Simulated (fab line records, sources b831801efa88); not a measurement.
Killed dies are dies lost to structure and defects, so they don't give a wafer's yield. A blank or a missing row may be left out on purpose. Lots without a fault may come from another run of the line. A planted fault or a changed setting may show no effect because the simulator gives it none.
One fault seen from 2 desks | flow gf180mcu | each desk has only its own numbers; what lay behind them comes last

THE METROLOGY DESK
What the gauges read, lot by lot, whatever tool the lot ran on: means of the sampled wafers that have a number. A lot is out of limits, marked OUT, if its mean lies more than 4 standard deviations from the usual mean; the brackets give that distance.
Columns: A = V3_W_RS at GF_V3_RS_MEAS_24, usual 0.329 ohm/sq; B = V3_W_THK at GF_V3_THK_MEAS_25, usual 372 nm
lot  | first seen here | A     | B
L632 | day 26 00:33    | 0.328 | 375
L633 | day 26 04:06    | 0.330 | 373
L634 | day 26 15:05    | 0.330 | 371
L635 | day 26 23:51    | 0.326 | 375
L639 | day 28 00:50    | 0.328 | 368
L644 | day 29 10:32    | 0.332 | 366
L645 | day 29 13:18    | 0.324 | 375
This desk's finding: nothing out of limits on any of the 7 lots.

THE TOOL OWNER'S DESK: pvd_sputter-01
The tool's own readings at GF_M4_SPUTTER_03 (material Ti, target thk 10 nm, time 6.7 s): means of the sampled wafers that have a number, for each lot that ran on this tool. A lot is out of limits, marked OUT, if its mean lies more than 4 standard deviations from the usual mean; the brackets give that distance.
Columns: A = throttle_valve_pct at GF_M4_SPUTTER_03, usual 30.3 %
lot  | first seen here | A
L632 | day 26 01:10    | 30.0
L633 | day 26 04:42    | 30.4
L634 | day 26 15:43    | 29.8
L635 | day 27 00:29    | 30.3
L639 | day 28 01:26    | 29.6
This desk's finding: nothing out of limits on any of the 5 lots.

PUT TOGETHER
The metrology desk saw nothing out of limits.
The tool owner's desk saw nothing out of limits.

WHAT THE SIMULATOR HAD PUT IN
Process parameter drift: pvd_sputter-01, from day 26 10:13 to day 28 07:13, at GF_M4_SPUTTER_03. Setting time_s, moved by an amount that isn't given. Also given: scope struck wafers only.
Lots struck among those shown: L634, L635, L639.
